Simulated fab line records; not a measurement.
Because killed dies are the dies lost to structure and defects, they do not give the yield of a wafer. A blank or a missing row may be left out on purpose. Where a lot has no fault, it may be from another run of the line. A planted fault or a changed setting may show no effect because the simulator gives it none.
Lot-split experiment :: flow sky130 :: 5 lots, 23 wafers read, on a route of 708 steps

== ON THE SPLIT ==
At SKY_LI_CONTACT_HDPCVD_00 (deposits PSG, target thk 930 nm, time 155 s), the setting time-s was moved away from the recipe's 155 s on 5 of the 23 wafers read, by +11.3% to +14.1%. This setting was run at the recipe's value on the other wafers.

Between the split and the reading, the file records no step.

== THE READING ==
LI_CONTACT_HDPCVD_THK at SKY_LI_CONTACT_THK_MEAS_01, in nm. Typical for fault-free wafers on this fab line: 937 nm, with standard deviation 7.6 nm.

wafer: L074.1
tool, chamber at the split: hdpcvd-02, 0
time-s as run, s: 172.5
against the recipe: +11.3%
LI_CONTACT_HDPCVD_THK, nm: 1033
against lot-mates on the recipe: +100

wafer: L074.2
tool, chamber at the split: hdpcvd-02, 1
time-s as run, s: 155
against the recipe: recipe
LI_CONTACT_HDPCVD_THK, nm: 935
against lot-mates on the recipe: -

wafer: L074.4
tool, chamber at the split: hdpcvd-02, 0
time-s as run, s: 172.5
against the recipe: +11.3%
LI_CONTACT_HDPCVD_THK, nm: 1031
against lot-mates on the recipe: +98

wafer: L074.5
tool, chamber at the split: hdpcvd-02, 1
time-s as run, s: 155
against the recipe: recipe
LI_CONTACT_HDPCVD_THK, nm: 930
against lot-mates on the recipe: -

wafer: L074.6
tool, chamber at the split: hdpcvd-02, 2
time-s as run, s: 172.5
against the recipe: +11.3%
LI_CONTACT_HDPCVD_THK, nm: 1034
against lot-mates on the recipe: +102

wafer: L078.1
tool, chamber at the split: hdpcvd-01, 0
time-s as run, s: 155
against the recipe: recipe
LI_CONTACT_HDPCVD_THK, nm: 934
against lot-mates on the recipe: -

wafer: L078.2
tool, chamber at the split: hdpcvd-01, 1
time-s as run, s: 155
against the recipe: recipe
LI_CONTACT_HDPCVD_THK, nm: 945
against lot-mates on the recipe: -

wafer: L078.3
tool, chamber at the split: hdpcvd-01, 2
time-s as run, s: 155
against the recipe: recipe
LI_CONTACT_HDPCVD_THK, nm: 935
against lot-mates on the recipe: -

wafer: L078.5
tool, chamber at the split: hdpcvd-01, 0
time-s as run, s: 155
against the recipe: recipe
LI_CONTACT_HDPCVD_THK, nm: 934
against lot-mates on the recipe: -

wafer: L078.6
tool, chamber at the split: hdpcvd-01, 1
time-s as run, s: 155
against the recipe: recipe
LI_CONTACT_HDPCVD_THK, nm: 954
against lot-mates on the recipe: -

wafer: L080.1
tool, chamber at the split: hdpcvd-02, 0
time-s as run, s: 155
against the recipe: recipe
LI_CONTACT_HDPCVD_THK, nm: 930
against lot-mates on the recipe: -

wafer: L080.3
tool, chamber at the split: hdpcvd-02, 1
time-s as run, s: 155
against the recipe: recipe
LI_CONTACT_HDPCVD_THK, nm: 938
against lot-mates on the recipe: -

wafer: L080.6
tool, chamber at the split: hdpcvd-02, 1
time-s as run, s: 155
against the recipe: recipe
LI_CONTACT_HDPCVD_THK, nm: 946
against lot-mates on the recipe: -

wafer: L082.1
tool, chamber at the split: hdpcvd-02, 1
time-s as run, s: 155
against the recipe: recipe
LI_CONTACT_HDPCVD_THK, nm: 934
against lot-mates on the recipe: -

wafer: L082.3
tool, chamber at the split: hdpcvd-02, 2
time-s as run, s: 155
against the recipe: recipe
LI_CONTACT_HDPCVD_THK, nm: 927
against lot-mates on the recipe: -

wafer: L082.4
tool, chamber at the split: hdpcvd-02, 0
time-s as run, s: 155
against the recipe: recipe
LI_CONTACT_HDPCVD_THK, nm: 928
against lot-mates on the recipe: -

wafer: L082.5
tool, chamber at the split: hdpcvd-02, 2
time-s as run, s: 155
against the recipe: recipe
LI_CONTACT_HDPCVD_THK, nm: 940
against lot-mates on the recipe: -

wafer: L082.6
tool, chamber at the split: hdpcvd-02, 1
time-s as run, s: 155
against the recipe: recipe
LI_CONTACT_HDPCVD_THK, nm: 945
against lot-mates on the recipe: -

wafer: L085.1
tool, chamber at the split: hdpcvd-01, 1
time-s as run, s: 155
against the recipe: recipe
LI_CONTACT_HDPCVD_THK, nm: 930
against lot-mates on the recipe: -

wafer: L085.2
tool, chamber at the split: hdpcvd-01, 2
time-s as run, s: 155
against the recipe: recipe
LI_CONTACT_HDPCVD_THK, nm: 935
against lot-mates on the recipe: -

wafer: L085.4
tool, chamber at the split: hdpcvd-01, 2
time-s as run, s: 176.8
against the recipe: +14.1%
LI_CONTACT_HDPCVD_THK, nm: 1065
against lot-mates on the recipe: +132

wafer: L085.5
tool, chamber at the split: hdpcvd-01, 0
time-s as run, s: 155
against the recipe: recipe
LI_CONTACT_HDPCVD_THK, nm: 935
against lot-mates on the recipe: -

wafer: L085.6
tool, chamber at the split: hdpcvd-01, 1
time-s as run, s: 176.8
against the recipe: +14.1%
LI_CONTACT_HDPCVD_THK, nm: 1075
against lot-mates on the recipe: +142

THE FIT
A straight line over all 23 wafers: LI_CONTACT_HDPCVD_THK changes by +9.04 nm for each +1% of time-s; r = +0.99; the points scatter about the line by 7.3 nm.
The same after taking each lot's own level away (the mean of its wafers on the recipe; 23 wafers): +9.31 nm for each +1%; r = +0.99; scatter 6.6 nm.
On that fit, the largest move of time-s shifts the reading by 1.3e+02 nm.
Measured against the standard deviation above, the lots' own levels, which go from 932.5 to 940.4 nm, span 1.0 times it.
Consequently the slope shifts little with the lot-to-lot level, the two slopes agreeing.
Check: +131 nm against its lot-mates is what the line predicts for one of the wafers moved furthest among these (+14.1%) when that wafer is left out of the fit. It came out at +132 nm against them.

== FURTHER SPLITS ON THESE WAFERS ==
Before the reading, these wafers also passed through other splits. Each is held against what the fit with the lots' levels taken away leaves over:
other split on the same wafers: SKY_LDD_LDN_IMPLANT_08 dose-cm2
wafers away from the commonest value: 7
r with LI_CONTACT_HDPCVD_THK (lot level and that fit taken away): -0.28

other split on the same wafers: SKY_POLY_CUT_COAT_02 resist-thk-nm
wafers away from the commonest value: 5
r with LI_CONTACT_HDPCVD_THK (lot level and that fit taken away): +0.44

other split on the same wafers: SKY_SD_P_SOFTBAKE_03 temp-c
wafers away from the commonest value: 10
r with LI_CONTACT_HDPCVD_THK (lot level and that fit taken away): +0.26

other split on the same wafers: SKY_RES_XHIGH_IMPLANT_07 dose-cm2
wafers away from the commonest value: 9
r with LI_CONTACT_HDPCVD_THK (lot level and that fit taken away): +0.33

other split on the same wafers: SKY_SD_N_COAT_02 spin-rpm
wafers away from the commonest value: 8
r with LI_CONTACT_HDPCVD_THK (lot level and that fit taken away): +0.08

other split on the same wafers: SKY_SD_N_IMPLANT_09 energy-kev
wafers away from the commonest value: 8
r with LI_CONTACT_HDPCVD_THK (lot level and that fit taken away): -0.57

== THE WHOLE CHAIN: every reading that the file lists as answering this split, in the file's order ==
step: SKY_LI_CONTACT_HDPCVD_00
what it does: deposits PSG, target thk 930 nm, time 155 s
reading: PSG_of_LI_CONTACT_HDPCVD_00.thk-nm (the simulator's own value, which no gauge read)
change (the file's fit): +9.36 nm for each +1% of the setting
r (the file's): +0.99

step: SKY_LI_CONTACT_THK_MEAS_01
what it does: 
reading: LI_CONTACT_HDPCVD_THK
change (the file's fit): +9.37 for each +1% of the setting
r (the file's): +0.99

== FILE'S OWN FIT ==
LI_CONTACT_HDPCVD_THK changes by +9.37 nm for each +1% of time-s, r = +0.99.
